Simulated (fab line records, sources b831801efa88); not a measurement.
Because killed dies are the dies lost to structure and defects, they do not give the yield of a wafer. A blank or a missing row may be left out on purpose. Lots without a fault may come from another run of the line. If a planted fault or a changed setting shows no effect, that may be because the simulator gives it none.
What tool caused it? :: flow gf180mcu :: route of 602 steps, sampled at 1 step: 7 lots, 21 wafers

== WHAT EACH GAUGE READ, for each wafer ==
GF_STI_BOW_MEAS_00.
lot: L632
measured: day 1 20:01
on: filmMetro-04
INCOMING_BOW (um): -1 6 3

lot: L634
measured: day 2 06:01
on: filmMetro-01
INCOMING_BOW (um): 13 3 2

lot: L636
measured: day 2 16:01
on: filmMetro-02
INCOMING_BOW (um): -6 -3 3

lot: L645
measured: day 4 13:00
on: filmMetro-01
INCOMING_BOW (um): 7 -8 -5

lot: L648
measured: day 5 04:00
on: filmMetro-02
INCOMING_BOW (um): 2 -2 -3

lot: L651
measured: day 5 19:00
on: filmMetro-04
INCOMING_BOW (um): 3 2 -5

lot: L653
measured: day 6 05:00
on: filmMetro-01
INCOMING_BOW (um): 2 7 -7

== EACH LOT AND THE TOOL THAT RAN IT (in order: tool; ch and the chambers of the sampled wafers; start) ==
Record: no process step prior to these readings.

== THE ANSWER, worked out from the rows above alone ==
Rule: the usual values come from the lots themselves. The widest of any qualifying gaps counts: lots, ordered by their means at a reading, are off when they make up no more than a third of the lots, leave a main group of 4 or more, and stand apart from it by 3 or more times the standard deviation of that group's means. If all means in a main group match to the digits the tables above print for the reading, that group is not used. Also off: a lot with no number at a reading for which 4 or more lots have one. Where the step has rows for the other lots, those lots are counted as sound.
No lot is off on any of the readings shown, so nothing can be concluded from this.

== WHAT HAD BEEN PUT IN BY THE SIMULATOR ==
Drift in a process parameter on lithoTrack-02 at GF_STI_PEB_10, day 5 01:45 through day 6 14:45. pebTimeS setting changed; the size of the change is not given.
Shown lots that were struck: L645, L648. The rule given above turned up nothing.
